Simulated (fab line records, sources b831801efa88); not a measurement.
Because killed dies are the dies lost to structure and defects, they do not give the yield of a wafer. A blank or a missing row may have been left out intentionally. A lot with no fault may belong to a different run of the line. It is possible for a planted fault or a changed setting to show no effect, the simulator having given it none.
The tool behind it: which one? || flow sky130 || Sampling: 10 lots, 30 wafers, 3 of 708 route steps

## WHAT THE GAUGES SHOWED, per wafer
SKY_METAL2_RS_MEAS_05: a four-point-probe measurement.
{"lot": "L395", "measured": "day 35 01:59", "on": "filmMetro-03", "METAL2_ALCU_RS (ohm/sq)": "0.1279 0.1274 0.1288"}
{"lot": "L397", "measured": "day 36 07:53", "on": "filmMetro-04", "METAL2_ALCU_RS (ohm/sq)": "0.1243 0.1249 0.1237"}
{"lot": "L399", "measured": "day 36 19:21", "on": "filmMetro-04", "METAL2_ALCU_RS (ohm/sq)": "0.1248 0.1273 0.1246"}
{"lot": "L400", "measured": "day 37 07:18", "on": "filmMetro-03", "METAL2_ALCU_RS (ohm/sq)": "0.1251 0.1244 0.1247"}
{"lot": "L407", "measured": "day 39 11:00", "on": "filmMetro-03", "METAL2_ALCU_RS (ohm/sq)": "0.1254 0.1247 0.1232"}
{"lot": "L408", "measured": "day 39 15:16", "on": "filmMetro-04", "METAL2_ALCU_RS (ohm/sq)": "0.1409 0.1424 0.1406 0.1407 0.1421 0.1406"}
{"lot": "L409", "measured": "day 39 18:11", "on": "filmMetro-03", "METAL2_ALCU_RS (ohm/sq)": "0.1430 0.1457 0.1428 0.1430 0.1452 0.1431"}
{"lot": "L410", "measured": "day 40 03:58", "on": "filmMetro-03", "METAL2_ALCU_RS (ohm/sq)": "0.1256 0.1256 0.1261"}
{"lot": "L413", "measured": "day 40 16:47", "on": "filmMetro-01", "METAL2_ALCU_RS (ohm/sq)": "0.1251 0.1271 0.1256"}
{"lot": "L414", "measured": "day 41 11:40", "on": "filmMetro-01", "METAL2_ALCU_RS (ohm/sq)": "0.1267 0.1256 0.1277"}

## EACH LOT AND THE TOOL THAT RAN IT (in order: tool; ch and the chambers of the sampled wafers; start)
{"lot": "L395", "SKY_METAL1_ETCH_18": "rieMetal-04 ch 0,1, day 33 20:02", "SKY_METAL2_SPUTTER_02": "pvdSputter-03, day 35 01:53"}
{"lot": "L397", "SKY_METAL1_ETCH_18": "rieMetal-04 ch 1, day 35 02:30", "SKY_METAL2_SPUTTER_02": "pvdSputter-01, day 36 07:46"}
{"lot": "L399", "SKY_METAL1_ETCH_18": "rieMetal-01 ch 0,1, day 35 14:32", "SKY_METAL2_SPUTTER_02": "pvdSputter-04, day 36 19:16"}
{"lot": "L400", "SKY_METAL1_ETCH_18": "rieMetal-02 ch 0,1, day 36 02:39", "SKY_METAL2_SPUTTER_02": "pvdSputter-03, day 37 07:10"}
{"lot": "L407", "SKY_METAL1_ETCH_18": "rieMetal-02 ch 0,1, day 38 06:49", "SKY_METAL2_SPUTTER_02": "pvdSputter-01, day 39 10:52"}
{"lot": "L408", "SKY_METAL1_ETCH_18": "rieMetal-01 ch 0, day 38 10:43", "SKY_METAL2_SPUTTER_02": "pvdSputter-03, day 39 15:08"}
{"lot": "L409", "SKY_METAL1_ETCH_18": "rieMetal-04 ch 0,1, day 38 14:24", "SKY_METAL2_SPUTTER_02": "pvdSputter-03, day 39 18:05"}
{"lot": "L410", "SKY_METAL1_ETCH_18": "rieMetal-01 ch 0, day 39 00:49", "SKY_METAL2_SPUTTER_02": "pvdSputter-01, day 40 03:53"}
{"lot": "L413", "SKY_METAL1_ETCH_18": "rieMetal-04 ch 0,1, day 39 13:11", "SKY_METAL2_SPUTTER_02": "pvdSputter-01, day 40 16:41"}
{"lot": "L414", "SKY_METAL1_ETCH_18": "rieMetal-01 ch 1, day 40 08:19", "SKY_METAL2_SPUTTER_02": "pvdSputter-04, day 41 11:34"}
- SKY_METAL1_ETCH_18: etches BARC in N2/H2, stops on SiO2, time 45.9 s, target depth 60 nm.
- SKY_METAL2_SPUTTER_02: material AlCu, target thk 250 nm, time 13.3 s.

## THE ANSWER, worked out from the rows above alone
Rule: the usual values come from the lots themselves. Put in order of their means at a reading, lots are off if they are a third of the lots or fewer, leave a main group of 4 or more, and stand apart from it by a gap of 3 or more times the standard deviation of the main group's means; of several such gaps the widest counts. Not used: any main group whose means are identical at the precision the tables above print for the reading. Also off: a lot with no number at a reading for which 4 or more lots have one. The other lots that the step has rows for count as sound.
Off: at SKY_METAL2_RS_MEAS_05 (METAL2_ALCU_RS), L408, L409. For the main group the mean is 0.1257 ohm/sq and the standard deviation 0.0012.
If a tool, at a process step before that reading, ran all the lots that are off and no sound lot after the first of them, it fits. Gauges at SKY_METAL2_RS_MEAS_05: tried the same way as those tools. One fits: pvdSputter-03 at SKY_METAL2_SPUTTER_02. A fault onset in the window from L400 (day 37 07:10, its last sound lot) to L408 (day 39 15:08, its first lot off) fits.

## WHAT THE SIMULATOR PUT IN
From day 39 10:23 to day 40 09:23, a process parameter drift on pvdSputter-03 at SKY_METAL2_SPUTTER_02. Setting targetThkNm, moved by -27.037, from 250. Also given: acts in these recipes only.
Lots struck among those shown: L408, L409. This agrees with what the rule above found.
